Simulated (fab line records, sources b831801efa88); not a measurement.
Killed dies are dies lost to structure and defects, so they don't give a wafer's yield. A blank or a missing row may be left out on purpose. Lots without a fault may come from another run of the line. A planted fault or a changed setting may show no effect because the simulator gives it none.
A struck lot beside a sound one | flow sky130 | 17 steps out of a route of 708
Sound: wafers L621.2, L621.4, L621.6. Struck: wafers L622.1, L622.2, L622.5. The cause comes at the end.
At each step with rows: each side's tool, then ch and its chambers, then its first start. Under that, the readings that differ: sound wafers | struck wafers | difference of the means | sigmas: that difference in standard deviations of wafers without a fault.
alike: readings whose means differ by less than 2 such deviations, and words and numbers that are the same on both sides. not compared: withheld readings, readings that some wafer has no value for, bounds like >300 that may hide the same value, and numbers for which the record gives no deviation and whose values overlap.
The two part at a step that has a row with sigmas, a row that says differs or no value, or rows on one side only. Numbers that don't overlap but have no deviation are shown without sigmas and don't part them. A reading that every wafer of one side lacks parts them only if that side has two wafers or more.

first, 4 steps without rows for these wafers: SKY_LDD_HVN_SOFTBAKE_03 (time 60 s); SKY_LDD_HVN_EXPOSE_04 (exposes mask HVNTM, target cd 700 nm); SKY_LDD_HVN_PEB_05; SKY_LDD_HVN_DEVELOP_06 (develop time 60 s).
SKY_LDD_HVN_OVL_MEAS_07:
  sound on overlay-02, day 22 16:34; struck on overlay-02, day 23 13:12
  reading          | sound       | struck         | difference | sigmas
  LDD_HVN_OVL (nm) | 2.3 1.0 2.0 | -2.9 -0.9 -3.4 | -4.2       | -3
then, 1 step without rows for these wafers: SKY_LDD_HVN_IMPLANT_08.
SKY_LDD_HVN_STRIP_09: strips in O2/N2.
  sound on plasma_asher-02 ch 0,1, day 22 16:44; struck on plasma_asher-03 ch 0,1, day 23 13:23
  alike: chamber_pressure_mTorr, drypump_motor_current_A, oes_product_au, strip_time_to_endpoint_s
  not compared: rf_hours_counter_h
SKY_LDD_HVN_TW_MEAS_10:
  sound on film_metro-03, day 22 16:51; struck on film_metro-01, day 23 13:29
  alike: LDD_HVN_TW
then, 4 steps without rows for these wafers: SKY_LDD_HVP_DEHYDRATE_00 (time 60 s); SKY_LDD_HVP_HMDS_01 (prime time 60 s); SKY_LDD_HVP_COAT_02 (resist thk 300 nm); SKY_LDD_HVP_SOFTBAKE_03 (time 60 s).
SKY_LDD_HVP_EXPOSE_04: exposes mask HVPTM, target cd 700 nm.
  sound on iline_stepper-01 ch 0, day 23 08:17; struck on iline_stepper-02 ch 0, day 24 03:53
  reading                         | sound                   | struck         | difference | sigmas
  model.LDD_HVP.overlay_x_nm (nm) | -0.9402 -0.9402 -0.9402 | 62.5 62.5 62.5 | +63.4      |
  alike: mask
then, 2 steps without rows for these wafers: SKY_LDD_HVP_PEB_05; SKY_LDD_HVP_DEVELOP_06 (develop time 60 s).
SKY_LDD_HVP_OVL_MEAS_07:
  sound on overlay-02, day 23 22:43; struck on overlay-02, day 24 18:47
  reading          | sound          | struck         | difference | sigmas
  LDD_HVP_OVL (nm) | -1.8 -1.1 -3.2 | 59.4 62.0 61.6 | +63.0      | +48
  not compared: hold
SKY_PAD_OPEN_PROBE_99:
  the record has rows for the sound wafers here (prober-02, day 47 08:59) and none for the struck ones

WHERE THEY PART
First at SKY_LDD_HVN_OVL_MEAS_07; last, within this record, at SKY_PAD_OPEN_PROBE_99.

WHY: what the simulator had put in
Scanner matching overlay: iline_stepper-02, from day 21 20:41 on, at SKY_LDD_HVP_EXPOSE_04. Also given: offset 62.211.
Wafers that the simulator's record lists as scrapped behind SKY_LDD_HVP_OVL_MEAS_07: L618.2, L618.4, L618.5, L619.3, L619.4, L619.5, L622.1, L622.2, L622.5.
